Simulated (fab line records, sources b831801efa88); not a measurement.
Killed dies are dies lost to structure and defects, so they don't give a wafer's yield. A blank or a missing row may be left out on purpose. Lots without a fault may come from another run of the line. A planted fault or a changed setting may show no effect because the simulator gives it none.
Chamber matching | flow sky130 | SKY_VIA2_CMP_02 on cmp-01: 4 sister chambers
The step polishes SiO2. 8 wafers are shown with their chamber, then 9 later ones without.

WAFERS WITH THEIR CHAMBER
wafer  | chamber | motor_current_A (A) | retaining_ring_pressure_frac
L244.5 | 0       | 10.2                | 1.001
L244.6 | 1       | 14.4                | 0.989
L247.1 | 0       | 10.7                | 1.003
L247.2 | 1       | 14.5                | 0.992
L247.6 | 2       | 12.1                | 1.006
L251.1 | 3       | 11.0                | 0.990
L251.5 | 2       | 12.2                | 1.005
L251.6 | 3       | 11.3                | 0.990

WAFERS WITHOUT THEIR CHAMBER
wafer  | motor_current_A (A) | retaining_ring_pressure_frac
L252.1 | 11.6                | 1.000
L252.3 | 14.3                | 1.007
L252.5 | 14.8                | 1.013
L255.2 | 11.0                | 1.001
L255.5 | 14.5                | 1.004
L255.6 | 9.4                 | 0.994
L257.2 | 11.4                | 1.003
L257.3 | 15.4                | 0.993
L257.6 | 12.2                | 0.997

WHICH CHAMBER EACH WENT THROUGH
wafer  | from the rows above     | in truth
L252.1 | can't be placed: 2 or 0 | 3
L252.3 | 2                       | 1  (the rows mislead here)
L252.5 | 2                       | 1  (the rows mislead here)
L255.2 | 0                       | 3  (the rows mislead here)
L255.5 | can't be placed: 1 or 2 | 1
L255.6 | can't be placed: 0 or 3 | 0
L257.2 | can't be placed: 2 or 0 | 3
L257.3 | 1                       | 1
L257.6 | can't be placed: 2 or 3 | 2
Placed correctly: 1 of 9. Can't be placed from these rows: 5 (the true chamber is among the candidates in 3). Placed wrongly: 3.
How it was worked out, from the rows above alone: a wafer's distance from a chamber is the root of the sum, over the readings, of the square of ((its reading less the chamber's mean) divided by the reading's scatter). The wafer belongs to the nearest chamber; if the next one is less than 2 further off, it can't be placed. A chamber's mean is the mean of its shown wafers. The scatter: the root of (the sum of the squares of (reading less its chamber's mean) over the shown wafers, divided by (wafers less chambers)).
